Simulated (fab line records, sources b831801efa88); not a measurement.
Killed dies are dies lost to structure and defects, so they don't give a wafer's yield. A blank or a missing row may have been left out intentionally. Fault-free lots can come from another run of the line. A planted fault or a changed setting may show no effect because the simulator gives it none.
fab line records ; flow sky130
[record] lots = 5; wafers = 23
route steps=708 shown LDD_HVN@276 SD_P@326 RES_XHIGH@339 SD_N@344 LI_CONTACT@364
startH: hours from the record's first day to the start of the lot's first wafer shown ; waitH: time in hours since the lot's previous step ; " repeats the value in the row above ; L1.1+2: one row covering several wafers at once ; - no value present, or no start provided ; * or withheld: withheld ; < > ~ a bound
route shown NAME@n: names a module that has steps shown in the file, with the first one's number in the route ; usual: the fault-free wafers' mean and standard deviation ; same: alike in all rows ; chamber/n: place in a boat ; sites: readings site by site ; _std_site: standard deviation of those values ; _edge_site: the outer-site mean with the inner-site mean subtracted ; radiusMm: for every site, how far away it sits from the centre of the wafer ; mask NAME#n: copy n ; behind: the most recent tool/chamber to have shaped the wafer ; hold: what put the lot on hold/how long, in hours/how the hold closed ; device: the n, p or np transistor that did not switch ; end of line: the same wafers' tests at the end of the route ; where a step has no rows: the recipe by itself ; killed: the dies lost at the first sort to structure and to defects; this is not the yield of the wafer ; map: per-die view of a wafer (x killed, . not killed, _ where there is no die)
set.NAME: the setting as run; set.NAME@STEP: as run at that earlier step ; model.NAME: the simulator's own value behind a step, which no gauge read
lots run with intentionally changed settings; tables by step, rows by wafer
[[steps]]
[step SKY_LDD_HVN_STRIP_09]
[recipe] chemistry = O2/N2; powerW = 1400; pressureMtorr = 1500; platenTempC = withheld; o2FlowSccm = 3000; n2FlowSccm = 300; overashFraction = 0.5
[usual] stripTimeToEndpointS = 4.128/0.013
lot.wafer;tool;chamber;startH;waitH;set.powerW;stripTimeToEndpointS
L076.2;plasmaAsher-04;0;487.57;0.1;1562;3.770
L076.3;plasmaAsher-04;0;487.57;0.1;1562;3.775
L076.4;plasmaAsher-04;1;487.57;0.1;1400;4.128
L076.5;plasmaAsher-04;1;487.57;0.1;1562;3.775
L076.6;plasmaAsher-04;0;487.57;0.1;1400;4.107
L080.1;plasmaAsher-01;1;520.92;0.1;1400;4.119
L080.3;plasmaAsher-01;0;520.92;0.1;1400;4.141
L080.4;plasmaAsher-01;1;520.92;0.1;1268;4.470
L080.5;plasmaAsher-01;1;520.92;0.1;1400;4.144
L080.6;plasmaAsher-01;0;520.92;0.1;1268;4.474
L081.1;plasmaAsher-01;1;527.32;0.1;1400;4.123
L081.2;plasmaAsher-01;0;527.32;0.1;1247;4.529
L081.3;plasmaAsher-01;0;527.32;0.1;1400;4.121
L081.4;plasmaAsher-01;1;527.32;0.1;1247;4.529
L081.6;plasmaAsher-01;1;527.32;0.1;1247;4.532
L082.1;plasmaAsher-02;0;537.09;0.1;1526;3.834
L082.2;plasmaAsher-02;1;537.09;0.1;1400;4.119
L082.4;plasmaAsher-02;0;537.09;0.1;1526;3.821
L082.5;plasmaAsher-02;1;537.09;0.1;1526;3.833
L082.6;plasmaAsher-02;0;537.09;0.1;1400;4.101
L084.3;plasmaAsher-02;0;557.40;0.1;1400;4.114
L084.5;plasmaAsher-02;0;557.40;0.1;1400;4.109
L084.6;plasmaAsher-02;1;557.40;0.1;1400;4.108
[step SKY_SD_P_DEVELOP_06]
[recipe] resist = NOVOLAK; developer = TMAH; developTimeS = 60; devTempC = 23
lot.wafer;tool;chamber;startH;waitH;set.devTempC
L076.2+3+4+5+6;lithoTrack-03;0;609.65;0.1;23
L080.1+3+4+5+6;lithoTrack-02;0;641.41;0.1;23
L081.1+4;lithoTrack-03;0;646.08;0.1;26.54
L081.2+3+6;lithoTrack-03;0;646.08;0.1;23
L082.1+2+5;lithoTrack-02;0;658.16;0.1;23
L082.4+6;lithoTrack-02;0;658.16;0.1;25.22
L084.3+5+6;lithoTrack-01;0;675.04;0.1;23
[step SKY_SD_P_CD_MEAS_07]
[recipe] targetCdNm = 380
[usual] cdNm = 379.7/2.2
lot.wafer;tool;chamber;startH;waitH;set.devTempC@SD_P_DEVELOP_06;cdNm
L076.2;cdSem-01;-;609.80;0.1;23;376.6
L076.3;cdSem-01;-;609.80;0.1;23;377.7
L076.4;cdSem-01;-;609.80;0.1;23;378.1
L076.5;cdSem-01;-;609.80;0.1;23;377.6
L076.6;cdSem-01;-;609.80;0.1;23;376.0
L080.1;cdSem-01;-;641.56;0.1;23;376.9
L080.3;cdSem-01;-;641.56;0.1;23;377.1
L080.4;cdSem-01;-;641.56;0.1;23;380.5
L080.5;cdSem-01;-;641.56;0.1;23;377.8
L080.6;cdSem-01;-;641.56;0.1;23;380.5
L081.1;cdSem-02;-;646.23;0.1;26.54;367.6
L081.2;cdSem-02;-;646.23;0.1;23;376.3
L081.3;cdSem-02;-;646.23;0.1;23;377.1
L081.4;cdSem-02;-;646.23;0.1;26.54;366.4
L081.6;cdSem-02;-;646.23;0.1;23;378.1
L082.1;cdSem-02;-;658.31;0.1;23;381.6
L082.2;cdSem-02;-;658.31;0.1;23;382.3
L082.4;cdSem-02;-;658.31;0.1;25.22;373.5
L082.5;cdSem-02;-;658.31;0.1;23;381.4
L082.6;cdSem-02;-;658.31;0.1;25.22;375.4
L084.3;cdSem-01;-;675.18;0.1;23;377.5
L084.5;cdSem-01;-;675.18;0.1;23;378.5
L084.6;cdSem-01;-;675.18;0.1;23;379.1
[step SKY_SD_P_IMPLANT_09]
[recipe] species = BF2; energyKev = 20; doseCm2 = 3e+15; tiltDeg = 0
lot.wafer;tool;chamber;startH;waitH;set.doseCm2
L076.2+3+5;implanter-03;0;609.96;0.0;3e+15
L076.4+6;implanter-03;0;609.96;0.0;3.218e+15
L080.1+3;implanter-03;0;641.71;0.0;2.811e+15
L080.4+5+6;implanter-03;0;641.71;0.0;3e+15
L081.1+2+3+4+6;implanter-01;0;646.38;0.0;3e+15
L082.1+2+4+5+6;implanter-03;0;658.46;0.0;3e+15
L084.3+5+6;implanter-01;0;675.34;0.1;3e+15
[step SKY_SD_P_STRIP_10]
[recipe] chemistry = O2/N2; powerW = 1400; pressureMtorr = 1500; platenTempC = withheld; o2FlowSccm = 3000; n2FlowSccm = 300; overashFraction = 0.5
[usual] stripTimeToEndpointS = 17.47/0.036
lot.wafer;tool;chamber;startH;waitH;set.doseCm2@SD_P_IMPLANT_09;stripTimeToEndpointS
L076.2;plasmaAsher-04;1;610.08;0.1;3e+15;17.50
L076.3;plasmaAsher-04;1;610.08;0.1;3e+15;17.48
L076.4;plasmaAsher-04;0;610.08;0.1;3.218e+15;17.60
L076.5;plasmaAsher-04;0;610.08;0.1;3e+15;17.42
L076.6;plasmaAsher-04;1;610.08;0.1;3.218e+15;17.59
L080.1;plasmaAsher-02;0;641.86;0.1;2.811e+15;17.40
L080.3;plasmaAsher-02;1;641.86;0.1;2.811e+15;17.37
L080.4;plasmaAsher-02;0;641.86;0.1;3e+15;17.47
L080.5;plasmaAsher-02;0;641.86;0.1;3e+15;17.51
L080.6;plasmaAsher-02;1;641.86;0.1;3e+15;17.50
L081.1;plasmaAsher-01;0;646.53;0.1;3e+15;17.50
L081.2;plasmaAsher-01;1;646.53;0.1;3e+15;17.46
L081.3;plasmaAsher-01;1;646.53;0.1;3e+15;17.52
L081.4;plasmaAsher-01;0;646.53;0.1;3e+15;17.52
L081.6;plasmaAsher-01;0;646.53;0.1;3e+15;17.51
L082.1;plasmaAsher-04;0;658.61;0.1;3e+15;17.52
L082.2;plasmaAsher-04;1;658.61;0.1;3e+15;17.47
L082.4;plasmaAsher-04;0;658.61;0.1;3e+15;17.48
L082.5;plasmaAsher-04;0;658.61;0.1;3e+15;17.49
L082.6;plasmaAsher-04;1;658.61;0.1;3e+15;17.50
L084.3;plasmaAsher-04;0;675.47;0.1;3e+15;17.50
L084.5;plasmaAsher-04;0;675.47;0.1;3e+15;17.48
L084.6;plasmaAsher-04;1;675.47;0.1;3e+15;17.49
[step SKY_RES_XHIGH_IMPLANT_07]
[recipe] species = BF2; energyKev = 20; doseCm2 = 3.6e+14; tiltDeg = 0
lot.wafer;tool;chamber;startH;waitH;set.energyKev;model.implant.rpNm;model.implant.drpNm
L076.2+3+6;implanter-02;0;638.75;0.1;20;17.4;9.746
L076.4+5;implanter-02;0;638.75;0.1;19.35;16.96;9.522
L080.1+4;implanter-02;0;670.33;0.1;19.21;17.1;9.474
L080.3+5+6;implanter-02;0;670.33;0.1;20;17.64;9.746
L081.1+2+3+4+6;implanter-02;0;675.18;0.1;20;17.64;9.746
L082.1+2+4+5+6;implanter-04;0;687.14;0.1;20;17.62;9.746
L084.3+5+6;implanter-02;0;702.48;0.1;20;17.39;9.746
[step SKY_SD_N_COAT_02]
[recipe] resist = NOVOLAK; spinRpm = 3000; resistThkNm = 1140
lot.wafer;tool;chamber;startH;waitH;set.spinRpm;model.NOVOLAK_of_SD_N_COAT_02.thkNm
L076.2+4;lithoTrack-02;0;652.68;0.1;3000;1140
L076.3+5;lithoTrack-02;0;652.68;0.1;3193;1106
L076.6;lithoTrack-02;0;652.68;0.1;3193;1103
L080.1+6;lithoTrack-03;0;684.53;0.1;3000;1139
L080.3;lithoTrack-03;0;684.53;0.1;2830;1175
L080.4;lithoTrack-03;0;684.53;0.1;3000;1143
L080.5;lithoTrack-03;0;684.53;0.1;2830;1171
L081.1+4;lithoTrack-02;0;688.91;0.1;3000;1142
L081.2;lithoTrack-02;0;688.91;0.1;3000;1140
L081.3;lithoTrack-02;0;688.91;0.1;3000;1139
L081.6;lithoTrack-02;0;688.91;0.1;3000;1141
L082.1;lithoTrack-02;0;700.41;0.1;3187;1109
L082.2;lithoTrack-02;0;700.41;0.1;3187;1106
L082.4;lithoTrack-02;0;700.41;0.1;3000;1138
L082.5+6;lithoTrack-02;0;700.41;0.1;3000;1140
L084.3;lithoTrack-03;0;716.78;0.1;3000;1143
L084.5;lithoTrack-03;0;716.78;0.1;3000;1136
L084.6;lithoTrack-03;0;716.78;0.1;3000;1142
[step SKY_SD_N_IMPLANT_09]
[recipe] species = As; energyKev = 50; doseCm2 = 4e+15; tiltDeg = 0
lot.wafer;tool;chamber;startH;waitH;set.energyKev;model.implant.rpNm;model.implant.drpNm
L076.2+3;implanter-03;0;667.57;0.0;50;31.58;14.11
L076.4+5+6;implanter-03;0;667.57;0.0;51.18;32.19;14.36
L080.1+3+6;implanter-03;0;698.50;0.0;48.43;30.94;13.78
L080.4+5;implanter-03;0;698.50;0.0;50;31.75;14.11
L081.1+2+6;implanter-01;0;702.50;0.0;51;32.52;14.32
L081.3+4;implanter-01;0;702.50;0.0;50;32;14.11
L082.1+2+4+5+6;implanter-04;0;714.51;0.0;50;31.45;14.11
L084.3+5+6;implanter-04;0;730.66;0.1;50;32.32;14.11
[step SKY_SD_N_IMPLANT_10]
[recipe] species = P; energyKev = 20; doseCm2 = 1e+14; tiltDeg = 0
[step SKY_SD_N_STRIP_11]
[recipe] chemistry = O2/N2; powerW = 1400; pressureMtorr = 1500; platenTempC = withheld; o2FlowSccm = 3000; n2FlowSccm = 300; overashFraction = 0.5
[usual] stripTimeToEndpointS = 22.549/0.028
lot.wafer;tool;chamber;startH;waitH;set.spinRpm@SD_N_COAT_02;set.energyKev@SD_N_IMPLANT_09;stripTimeToEndpointS
L076.2;plasmaAsher-02;1;667.85;0.1;3000;50;22.534
L076.3;plasmaAsher-02;0;667.85;0.1;3193;50;22.141
L076.4;plasmaAsher-02;1;667.85;0.1;3000;51.18;22.736
L076.5;plasmaAsher-02;1;667.85;0.1;3193;51.18;22.336
L076.6;plasmaAsher-02;0;667.85;0.1;3193;51.18;22.298
L080.1;plasmaAsher-03;1;698.80;0.1;3000;48.43;22.322
L080.3;plasmaAsher-03;0;698.80;0.1;2830;48.43;22.700
L080.4;plasmaAsher-03;1;698.80;0.1;3000;50;22.560
L080.5;plasmaAsher-03;0;698.80;0.1;2830;50;22.879
L080.6;plasmaAsher-03;1;698.80;0.1;3000;48.43;22.301
L081.1;plasmaAsher-03;0;702.80;0.1;3000;51;22.758
L081.2;plasmaAsher-03;1;702.80;0.1;3000;51;22.733
L081.3;plasmaAsher-03;1;702.80;0.1;3000;50;22.545
L081.4;plasmaAsher-03;0;702.80;0.1;3000;50;22.583
L081.6;plasmaAsher-03;0;702.80;0.1;3000;51;22.722
L082.1;plasmaAsher-02;1;714.81;0.1;3187;50;22.195
L082.2;plasmaAsher-02;0;714.81;0.1;3187;50;22.163
L082.4;plasmaAsher-02;1;714.81;0.1;3000;50;22.524
L082.5;plasmaAsher-02;1;714.81;0.1;3000;50;22.564
L082.6;plasmaAsher-02;0;714.81;0.1;3000;50;22.547
L084.3;plasmaAsher-02;0;730.95;0.1;3000;50;22.548
L084.5;plasmaAsher-02;1;730.95;0.1;3000;50;22.481
L084.6;plasmaAsher-02;0;730.95;0.1;3000;50;22.555
[step SKY_SD_N_CLEAN_13]
[recipe] chemistry = SC1/SC2; mix = 1:4:20; tempC = 70; timeS = 150; dry = n2Spin
[step SKY_SD_N_RTA_14]
[recipe] tempC = 1075; timeS = 2; idleTempC = 650; rampUpCPerS = 150; rampDownCPerS = 90; ambient = N2
[step SKY_SD_N_RS_MEAS_16]
[recipe] thkMeasGauge = four-point-probe
[usual] SD_N_RS = 68.55/0.11
lot.wafer;tool;chamber;startH;waitH;set.energyKev@SD_N_IMPLANT_09;SD_N_RS[ohm/sq]
L076.2;filmMetro-03;-;668.25;0.1;50;68.62
L076.3;filmMetro-03;-;668.25;0.1;50;68.68
L076.4;filmMetro-03;-;668.25;0.1;51.18;67.76
L076.5;filmMetro-03;-;668.25;0.1;51.18;67.72
L076.6;filmMetro-03;-;668.25;0.1;51.18;67.64
L080.1;filmMetro-03;-;699.18;0.1;48.43;69.67
L080.3;filmMetro-03;-;699.18;0.1;48.43;69.68
L080.4;filmMetro-03;-;699.18;0.1;50;68.48
L080.5;filmMetro-03;-;699.18;0.1;50;68.65
L080.6;filmMetro-03;-;699.18;0.1;48.43;69.63
L081.1;filmMetro-03;-;703.18;0.1;51;67.82
L081.2;filmMetro-03;-;703.18;0.1;51;67.78
L081.3;filmMetro-03;-;703.18;0.1;50;68.50
L081.4;filmMetro-03;-;703.18;0.1;50;68.46
L081.6;filmMetro-03;-;703.18;0.1;51;67.88
L082.1;filmMetro-04;-;715.20;0.1;50;68.48
L082.2;filmMetro-04;-;715.20;0.1;50;68.58
L082.4;filmMetro-04;-;715.20;0.1;50;68.76
L082.5;filmMetro-04;-;715.20;0.1;50;68.54
L082.6;filmMetro-04;-;715.20;0.1;50;68.64
L084.3;filmMetro-03;-;731.35;0.1;50;68.40
L084.5;filmMetro-03;-;731.35;0.1;50;68.56
L084.6;filmMetro-03;-;731.35;0.1;50;68.60
[step SKY_SD_N_RS_MEAS_17]
[recipe] thkMeasGauge = four-point-probe
[usual] SD_P_RS = 147.1/0.31
lot.wafer;tool;chamber;startH;waitH;set.doseCm2@SD_P_IMPLANT_09;SD_P_RS[ohm/sq]
L076.2;filmMetro-03;-;668.37;0.1;3e+15;147.6
L076.3;filmMetro-03;-;668.37;0.1;3e+15;147.2
L076.4;filmMetro-03;-;668.37;0.1;3.218e+15;146.1
L076.5;filmMetro-03;-;668.37;0.1;3e+15;147.3
L076.6;filmMetro-03;-;668.37;0.1;3.218e+15;145.8
L080.1;filmMetro-03;-;699.30;0.1;2.811e+15;148.1
L080.3;filmMetro-03;-;699.30;0.1;2.811e+15;148.0
L080.4;filmMetro-03;-;699.30;0.1;3e+15;146.7
L080.5;filmMetro-03;-;699.30;0.1;3e+15;147.4
L080.6;filmMetro-03;-;699.30;0.1;3e+15;147.5
L081.1;filmMetro-03;-;703.30;0.1;3e+15;147.3
L081.2;filmMetro-03;-;703.30;0.1;3e+15;147.1
L081.3;filmMetro-03;-;703.30;0.1;3e+15;147.1
L081.4;filmMetro-03;-;703.30;0.1;3e+15;147.1
L081.6;filmMetro-03;-;703.30;0.1;3e+15;146.7
L082.1;filmMetro-04;-;715.32;0.1;3e+15;147.2
L082.2;filmMetro-04;-;715.32;0.1;3e+15;147.6
L082.4;filmMetro-04;-;715.32;0.1;3e+15;147.7
L082.5;filmMetro-04;-;715.32;0.1;3e+15;147.6
L082.6;filmMetro-04;-;715.32;0.1;3e+15;147.7
L084.3;filmMetro-03;-;731.47;0.1;3e+15;147.2
L084.5;filmMetro-03;-;731.47;0.1;3e+15;146.8
L084.6;filmMetro-03;-;731.47;0.1;3e+15;147.2
[step SKY_LI_CONTACT_CMP_02]
[recipe] material = PSG; downForcePsi = 4; platenRpm = 60; padVelocityMS = 0.94248
lot.wafer;tool;chamber;startH;waitH;set.leaveAboveRefNm;model.PSG_of_LI_CONTACT_HDPCVD_00.thkNm
L076.4;cmp-01;2;668.77;0.0;597.2;596.5
L076.3;cmp-01;3;668.77;0.0;570.9;570.3
L076.2;cmp-01;0;668.77;0.0;597.2;597.9
L076.5;cmp-01;2;668.77;0.0;597.2;595.8
L076.6;cmp-01;3;668.77;0.0;570.9;570.1
L080.4;cmp-02;0;699.72;0.0;554.8;556.8
L080.1;cmp-02;1;699.72;0.0;597.2;598.9
L080.3;cmp-02;2;699.72;0.0;554.8;554.9
L080.6;cmp-02;0;699.72;0.0;554.8;555.9
L080.5;cmp-02;1;699.72;0.0;597.2;599.6
L081.2;cmp-02;0;703.72;0.0;597.2;598.3
L081.3;cmp-02;1;703.72;0.0;597.2;599.7
L081.4;cmp-02;2;703.72;0.0;597.2;598.1
L081.1;cmp-02;3;703.72;0.0;597.2;597.7
L081.6;cmp-02;1;703.72;0.0;597.2;598.8
L082.4;cmp-01;3;715.74;0.0;628.1;626.7
L082.1;cmp-01;0;715.74;0.0;628.1;628.3
L082.2;cmp-01;2;715.74;0.0;597.2;596.6
L082.6;cmp-01;3;715.74;0.0;628.1;626.3
L082.5;cmp-01;0;715.74;0.0;597.2;595.1
L084.3;cmp-01;2;732.01;0.2;597.2;595.8
L084.6;cmp-01;3;732.01;0.2;597.2;596.1
L084.5;cmp-01;0;732.01;0.2;597.2;597.2
[step SKY_LI_CONTACT_EXPOSE_09]
[recipe] maskId = LICM1; na = 0.8; sourceShape = annular; sigmaInner = 0.55; sigmaOuter = 0.85; targetCdNm = 170; doseMj = 38
lot.wafer;tool;chamber;startH;waitH;mask;set.doseMj
L076.2+5;krfScanner-01;0;-;-;LICM1#0;36.53
L076.3+4+6;krfScanner-01;0;-;-;LICM1#0;38
L080.1+6;krfScanner-02;0;-;-;LICM1#0;38
L080.3+4+5;krfScanner-02;0;-;-;LICM1#0;40.46
L081.1+3+4;krfScanner-02;0;-;-;LICM1#0;36.46
L081.2+6;krfScanner-02;0;-;-;LICM1#0;38
L082.1+2+4+5+6;krfScanner-01;0;-;-;LICM1#0;38
L084.3+5+6;krfScanner-01;0;-;-;LICM1#0;38
[step SKY_LI_CONTACT_PEB_10]
[recipe] pebTempC = withheld; pebTimeS = withheld; resist = KrF-thick
[step SKY_LI_CONTACT_DEVELOP_11]
[recipe] developTimeS = 60; resist = KrF-thick; devTempC = 21
[step SKY_LI_CONTACT_CD_MEAS_12]
[recipe] targetCdNm = 170
[usual] cdNm = 170.2/1.3
lot.wafer;tool;chamber;startH;waitH;set.doseMj@LI_CONTACT_EXPOSE_09;cdNm
L076.2;cdSem-02;-;697.48;-;36.53;163.5
L076.3;cdSem-02;-;697.48;-;38;170.8
L076.4;cdSem-02;-;697.48;-;38;171.4
L076.5;cdSem-02;-;697.48;-;36.53;162.6
L076.6;cdSem-02;-;697.48;-;38;170.1
L080.1;cdSem-01;-;727.61;-;38;169.6
L080.3;cdSem-01;-;727.61;-;40.46;181.9
L080.4;cdSem-01;-;727.61;-;40.46;181.8
L080.5;cdSem-01;-;727.61;-;40.46;180.6
L080.6;cdSem-01;-;727.61;-;38;169.6
L081.1;cdSem-02;-;731.61;-;36.46;162.0
L081.2;cdSem-02;-;731.61;-;38;169.2
L081.3;cdSem-02;-;731.61;-;36.46;162.1
L081.4;cdSem-02;-;731.61;-;36.46;163.1
L081.6;cdSem-02;-;731.61;-;38;170.3
L082.1;cdSem-01;-;744.04;-;38;169.6
L082.2;cdSem-01;-;744.04;-;38;171.2
L082.4;cdSem-01;-;744.04;-;38;170.5
L082.5;cdSem-01;-;744.04;-;38;171.1
L082.6;cdSem-01;-;744.04;-;38;170.0
L084.3;cdSem-01;-;759.28;-;38;170.5
L084.5;cdSem-01;-;759.28;-;38;170.4
L084.6;cdSem-01;-;759.28;-;38;171.0
[step SKY_LI_CONTACT_ETCH_14]
[recipe] chemistry = N2/H2; target = BARC; ionEnergyEv = 200; sourceW = 500; biasW = 100; pressureMtorr = 30; n2FlowSccm = 100; h2FlowSccm = 200; stopOn = SiO2; timeS = 45.9; targetDepthA = 600
lot.wafer;tool;chamber;startH;waitH;set.timeS;set.doseMj@LI_CONTACT_EXPOSE_09;model.KrF-thick_of_LI_CONTACT_COAT_07.thkNm;model.LI_CONTACT.cdNm
L076.2;rieDiel-02;0;697.61;0.0;45.9;36.53;395.3;162.5
L076.3;rieDiel-02;3;697.61;0.0;45.9;38;396.4;170.4
L076.4;rieDiel-02;1;697.61;0.0;45.9;38;395.9;171.6
L076.5;rieDiel-02;1;697.61;0.0;45.9;36.53;394;162.4
L076.6;rieDiel-02;0;697.61;0.0;45.9;38;396.9;169.1
L080.1;rieDiel-01;3;727.76;0.0;45.9;38;392.1;169.5
L080.3;rieDiel-01;2;727.76;0.0;45.9;40.46;392.7;181.5
L080.4;rieDiel-01;0;727.76;0.0;51.85;40.46;387;182.2
L080.5;rieDiel-01;3;727.76;0.0;51.85;40.46;385.1;181.5
L080.6;rieDiel-01;2;727.76;0.0;51.85;38;387.2;169.9
L081.1;rieDiel-02;2;731.76;0.0;45.9;36.46;393.5;162.5
L081.2;rieDiel-02;3;731.76;0.0;40.58;38;397.7;168.1
L081.3;rieDiel-02;0;731.76;0.0;40.58;36.46;398.4;160.8
L081.4;rieDiel-02;1;731.76;0.0;40.58;36.46;397;161.2
L081.6;rieDiel-02;1;731.76;0.0;45.9;38;391.9;170
L082.1;rieDiel-02;3;744.20;0.0;51.96;38;385.1;170.8
L082.2;rieDiel-02;1;744.20;0.0;45.9;38;391.4;170.8
L082.4;rieDiel-02;2;744.20;0.0;45.9;38;391.4;170.3
L082.5;rieDiel-02;3;744.20;0.0;45.9;38;390.1;170.5
L082.6;rieDiel-02;2;744.20;0.0;51.96;38;386.7;171.1
L084.3;rieDiel-04;0;759.39;0.0;45.9;38;392.9;169.8
L084.5;rieDiel-04;2;759.39;0.0;45.9;38;392.1;170.6
L084.6;rieDiel-04;1;759.39;0.0;45.9;38;392.1;170.7
[step SKY_LI_CONTACT_ETCH_15]
[recipe] target = PSG; chemistry = C4F8/O2/Ar; stopOn = Si; taperDeg = 4.15; maskMaterial = KrF-thick; sourceW = 1500; biasW = 1200; pressureMtorr = 40; c4f8FlowSccm = withheld; O2_flow_sccm = 6; Ar_flow_sccm = 300; timeS = withheld; targetDepthA = 6000
[usual] oesProductAu = 0.838/0.0042
lot.wafer;tool;chamber;startH;waitH;set.leaveAboveRefNm@LI_CONTACT_CMP_02;oesProductAu;model.LI_CONTACT.featureDepthNm
L076.2;rieDiel-02;0;697.65;0.0;597.2;0.844;597.9
L076.3;rieDiel-02;3;697.65;0.0;570.9;0.821;570.3
L076.4;rieDiel-02;1;697.65;0.0;597.2;0.836;596.5
L076.5;rieDiel-02;1;697.65;0.0;597.2;0.833;595.8
L076.6;rieDiel-02;0;697.65;0.0;570.9;0.820;570.1
L080.1;rieDiel-01;3;727.80;0.0;597.2;0.840;598.9
L080.3;rieDiel-01;2;727.80;0.0;554.8;0.800;554.9
L080.4;rieDiel-01;0;727.80;0.0;554.8;0.806;556.8
L080.5;rieDiel-01;3;727.80;0.0;597.2;0.841;599.6
L080.6;rieDiel-01;2;727.80;0.0;554.8;0.803;555.9
L081.1;rieDiel-02;2;731.80;0.0;597.2;0.840;597.7
L081.2;rieDiel-02;3;731.80;0.0;597.2;0.841;598.3
L081.3;rieDiel-02;0;731.80;0.0;597.2;0.841;599.7
L081.4;rieDiel-02;1;731.80;0.0;597.2;0.838;598.1
L081.6;rieDiel-02;1;731.80;0.0;597.2;0.848;598.8
L082.1;rieDiel-02;3;744.24;0.0;628.1;0.863;628.3
L082.2;rieDiel-02;1;744.24;0.0;597.2;0.835;596.6
L082.4;rieDiel-02;2;744.24;0.0;628.1;0.854;626.7
L082.5;rieDiel-02;3;744.24;0.0;597.2;0.844;595.1
L082.6;rieDiel-02;2;744.24;0.0;628.1;0.864;626.3
L084.3;rieDiel-04;0;759.43;0.0;597.2;0.830;595.8
L084.5;rieDiel-04;2;759.43;0.0;597.2;0.837;597.2
L084.6;rieDiel-04;1;759.43;0.0;597.2;0.830;596.1
[[key]]
[split] step = SKY_LDD_HVN_STRIP_09; setting = powerW; stated = 1400; by = wafer
[response] step = SKY_LDD_HVN_STRIP_09; reading = stripTimeToEndpointS; change = *; per = 1%; r = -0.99
[split] step = SKY_SD_P_DEVELOP_06; setting = devTempC; stated = 23; by = wafer
[response] step = SKY_SD_P_CD_MEAS_07; reading = cdNm; change = -0.69; per = 1%; r = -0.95
[split] step = SKY_SD_P_IMPLANT_09; setting = doseCm2; stated = 3e+15; by = wafer
[response] step = SKY_SD_P_STRIP_10; reading = stripTimeToEndpointS; change = *; per = 1%; r = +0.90
[response] step = SKY_SD_N_RS_MEAS_17; reading = SD_P_RS; change = -0.172; per = 1%; r = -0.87
[split] step = SKY_RES_XHIGH_IMPLANT_07; setting = energyKev; stated = 20; by = wafer
[response] step = SKY_RES_XHIGH_IMPLANT_07; reading = model.implant.rpNm; change = +0.137; per = 1%; r = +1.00
[response] step = SKY_RES_XHIGH_IMPLANT_07; reading = model.implant.drpNm; change = +0.0688; per = 1%; r = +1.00
[split] step = SKY_SD_N_COAT_02; setting = spinRpm; stated = 3000; by = wafer
[response] step = SKY_SD_N_COAT_02; reading = model.NOVOLAK_of_SD_N_COAT_02.thkNm; change = -5.39; per = 1%; r = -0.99
[response] step = SKY_SD_N_STRIP_11; reading = stripTimeToEndpointS; change = *; per = 1%; r = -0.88
[split] step = SKY_SD_N_IMPLANT_09; setting = energyKev; stated = 50; by = wafer
[response] step = SKY_SD_N_IMPLANT_09; reading = model.implant.rpNm; change = +0.259; per = 1%; r = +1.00
[response] step = SKY_SD_N_IMPLANT_09; reading = model.implant.drpNm; change = +0.106; per = 1%; r = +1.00
[response] step = SKY_SD_N_RS_MEAS_16; reading = SD_N_RS; change = -0.359; per = 1%; r = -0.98
[response] step = SKY_SD_N_STRIP_11; reading = stripTimeToEndpointS; slope = *; per = 1%; togetherWith = spinRpm@SD_N_COAT_02; explained = 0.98
[split] step = SKY_LI_CONTACT_CMP_02; setting = leaveAboveRefNm; stated = 597.2; by = wafer
[response] step = SKY_LI_CONTACT_CMP_02; reading = model.PSG_of_LI_CONTACT_HDPCVD_00.thkNm; change = +6.08; per = 1%; r = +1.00
[response] step = SKY_LI_CONTACT_ETCH_15; reading = oesProductAu; change = +0.00457; per = 1%; r = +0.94
[response] step = SKY_LI_CONTACT_ETCH_15; reading = model.LI_CONTACT.featureDepthNm; change = +6.08; per = 1%; r = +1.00
[split] step = SKY_LI_CONTACT_EXPOSE_09; setting = doseMj; stated = 38; by = wafer
[response] step = SKY_LI_CONTACT_CD_MEAS_12; reading = cdNm; change = +1.86; per = 1%; r = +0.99
[response] step = SKY_LI_CONTACT_ETCH_14; reading = model.LI_CONTACT.cdNm; change = +1.9; per = 1%; r = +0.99
[split] step = SKY_LI_CONTACT_ETCH_14; setting = timeS; stated = 45.9; by = wafer
[response] step = SKY_LI_CONTACT_ETCH_14; reading = model.KrF-thick_of_LI_CONTACT_COAT_07.thkNm; change = -0.425; per = 1%; r = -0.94
